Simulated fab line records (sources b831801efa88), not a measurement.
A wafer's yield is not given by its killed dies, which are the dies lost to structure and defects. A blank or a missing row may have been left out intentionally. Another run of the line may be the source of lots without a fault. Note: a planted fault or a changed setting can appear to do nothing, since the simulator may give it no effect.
Comparing a struck lot with a sound one + flow sfq_line + 15 steps out of a route of 325
Sound: the wafers L292.1, L292.2, L292.4. Struck: wafer L287.2 (left out: L287.3, a lot-mate that was not struck); the cause follows at the end.
For every step that has rows: the tool of each side, followed by ch and its chambers, followed by its first start. Under that, the readings that differ: sound wafers + struck wafers + difference of the means + sigmas: that difference in standard deviations of wafers without a fault.
alike: words and numbers the same on both sides, and readings whose means are apart by under 2 such deviations; not compared: readings that were withheld, readings missing a value for some wafer, numbers with overlapping values and no deviation given by the record, and bounds like >300 which may hide the same value.
A row with sigmas, a row that says differs or no value, or rows on one side alone: a step with any of these is where the two part. When numbers do not overlap yet have no deviation, they are printed without sigmas and do not part them. A reading missing from all wafers of one side parts the sides only when that side holds two or more wafers.

first, 1 step without rows for these wafers: SFQ_TRILAYER_M4_STRIP_SOLV_CLEAN_098 (cleans in NMP, time 600 s).
SFQ_TRILAYER_I4_DEP_PECVD_099: deposits SiO2 from SiH4/N2O, time 111.11 s, target thk 500 nm.
  sound on pecvd-03 ch 0,1,2, day 62 03:13; struck on pecvd-04 ch 1, day 60 22:35
  alike: chamber_pressure_Torr, heater_power_outer_w, heater_power_w, throttle_valve_pct
SFQ_TRILAYER_I4_CMP_CMP_100: polishes SiO2.
  sound on cmp-02 ch 0,1,2, day 62 16:26; struck on cmp-02 ch 2, day 61 04:56
  alike: motor_current_A, time_to_endpoint_s
SFQ_I4_BOW_MEAS_927:
  sound on film_metro-04, day 62 19:26; struck on film_metro-02, day 61 07:28
  alike: I4_BOW
SFQ_TRILAYER_I4_METRO_MEASURE_101:
  sound on film_metro-04, day 62 19:34; struck on film_metro-02, day 61 07:46
| reading     | sound             | struck | difference | sigmas |
|-------------|-------------------|--------|------------|--------|
| thk_nm (nm) | 199.9 201.4 201.2 | 198.4  | -2.4       | -2     |
then, 6 steps without rows for these wafers: SFQ_TRILAYER_I4_VIA_LITHO_COAT_108 (resist thk 62 nm); SFQ_TRILAYER_I4_VIA_LITHO_COAT_103 (resist thk 650 nm); SFQ_TRILAYER_I4_VIA_LITHO_SOFTBAKE_107; SFQ_TRILAYER_I4_VIA_LITHO_EXPOSE_104 (exposes mask I4, target cd 700 nm); SFQ_TRILAYER_I4_VIA_LITHO_PEB_106 (peb time 60 s); SFQ_TRILAYER_I4_VIA_LITHO_DEVELOP_105 (time 60 s).
-- the record jumps here: 4 days lie between the struck wafers' starts before and after --
SFQ_I4_OVL_MEAS_928:
  sound on overlay-02, day 66 21:55; struck on overlay-01, day 65 18:12
| reading     | sound   | struck | difference | sigmas |
|-------------|---------|--------|------------|--------|
| I4_OVL (nm) | 4 17 16 | -2     | -14        | -3     |
SFQ_TRILAYER_I4_VIA_BARC_OPEN_VIA_ETCH_146: etches BARC in O2, target depth 125 nm, time 41.7 s.
  sound on rie_diel-01 ch 0,2,3, day 66 21:57; struck on rie_diel-04 ch 2, day 65 18:14
| reading                                                 | sound             | struck | difference | sigmas |
|---------------------------------------------------------|-------------------|--------|------------|--------|
| drypump_motor_current_A (A)                             | 5.6 6.4 5.6       | 4.9    | -1.0       | -3     |
| oes_product_au (a.u.)                                   | 0.685 0.684 0.685 | 0.668  | -0.017     | -3     |
| rf_hours_counter_h (h)                                  | 14 14 13          | 3      | -11        |        |
| run_length_s (s)                                        | 70.6 69.5 70.7    | 73.3   | +3.0       | +7     |
| model.KrF_of_TRILAYER_I4_VIA_LITHO_COAT_103.thk_nm (nm) | 572.8 573.6 574.7 | 571.2  | -2.5       |        |
SFQ_TRILAYER_I4_VIA_ETCH_VIA_ETCH_106: etches SiO2 in CHF3, stops on Nb, target depth 260 nm.
  sound on rie_diel-01 ch 0,2,3, day 66 21:59; struck on rie_diel-04 ch 2, day 65 18:16
| reading                                                 | sound             | struck | difference | sigmas |
|---------------------------------------------------------|-------------------|--------|------------|--------|
| drypump_motor_current_A (A)                             | 5.7 6.3 5.6       | 4.9    | -1.0       | -3     |
| model.KrF_of_TRILAYER_I4_VIA_LITHO_COAT_103.thk_nm (nm) | 528.2 529.5 531.1 | 526    | -4         |        |
  alike: oes_product_au
SFQ_TRILAYER_I4_VIA_STRIP_STRIP_107: strips in O2.
  sound on rie_metal-01 ch 0,1, day 66 22:07; struck on rie_metal-04 ch 0, day 65 18:23
  alike: drypump_motor_current_A, oes_product_au
  not compared: rf_hours_counter_h

== WHERE THEY PART ==
At SFQ_TRILAYER_I4_METRO_MEASURE_101 first; at SFQ_TRILAYER_I4_VIA_ETCH_VIA_ETCH_106 last (within this record only). Later steps at which nothing parts them and some readings are alike: SFQ_TRILAYER_I4_VIA_STRIP_STRIP_107.

WHY: what had been put in by the simulator
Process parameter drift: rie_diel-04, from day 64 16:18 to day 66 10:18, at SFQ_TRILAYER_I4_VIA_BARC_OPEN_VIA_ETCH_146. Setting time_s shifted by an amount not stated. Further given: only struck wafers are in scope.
